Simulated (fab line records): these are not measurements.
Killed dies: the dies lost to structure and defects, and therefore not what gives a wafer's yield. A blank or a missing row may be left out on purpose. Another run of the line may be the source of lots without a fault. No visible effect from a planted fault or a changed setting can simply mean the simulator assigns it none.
Which tool is to blame? | flow sky130 | 27 wafers sampled from 9 lots at 1 step of a route of 708

## WHAT THE GAUGES READ, wafer by wafer
SKY_VT_ADJUST_LVTN_OVL_MEAS_18.
lot  | measured     | on         | VT_ADJUST_LVTN_01_OVL (nm)
L240 | day 7 17:58  | overlay-02 | -0.3 0.3 -1.6
L241 | day 8 01:23  | overlay-01 | 0.7 0.3 0.5
L242 | day 8 10:13  | overlay-02 | -0.8 -0.5 -3.0
L243 | day 8 14:44  | overlay-02 | 0.3 -1.9 -3.2
L244 | day 8 19:44  | overlay-01 | -3.2 -1.8 -1.0
L245 | day 9 01:47  | overlay-02 | 0.8 -0.6 -0.9
L246 | day 9 09:25  | overlay-02 | -1.3 0.2 0.9
L247 | day 9 15:07  | overlay-01 | -0.3 1.1 1.5
L249 | day 10 06:04 | overlay-01 | 1.6 0.4 0.9

## WHAT TOOL EACH LOT RAN ON (gives the tool, then ch and the chambers of the sampled wafers, and finally the start)
Before these readings, the record contains no process step.

## THE ANSWER, worked out from the rows above alone
Rule: the lots themselves supply what counts as usual. The widest of any qualifying gaps counts: lots, ordered by their means at a reading, are off when they make up no more than a third of the lots, leave a main group of 4 or more, and stand apart from it by 3 or more times the standard deviation of that group's means. A main group is skipped when, at the precision printed for the reading in the tables above, its means are all equal. Also off: a lot with no number at a reading for which 4 or more lots have one. The other lots that the step has rows for count as sound.
No lot is off on any of the readings shown, so nothing can be concluded from this.

## WHAT THE SIMULATOR HAD PUT IN
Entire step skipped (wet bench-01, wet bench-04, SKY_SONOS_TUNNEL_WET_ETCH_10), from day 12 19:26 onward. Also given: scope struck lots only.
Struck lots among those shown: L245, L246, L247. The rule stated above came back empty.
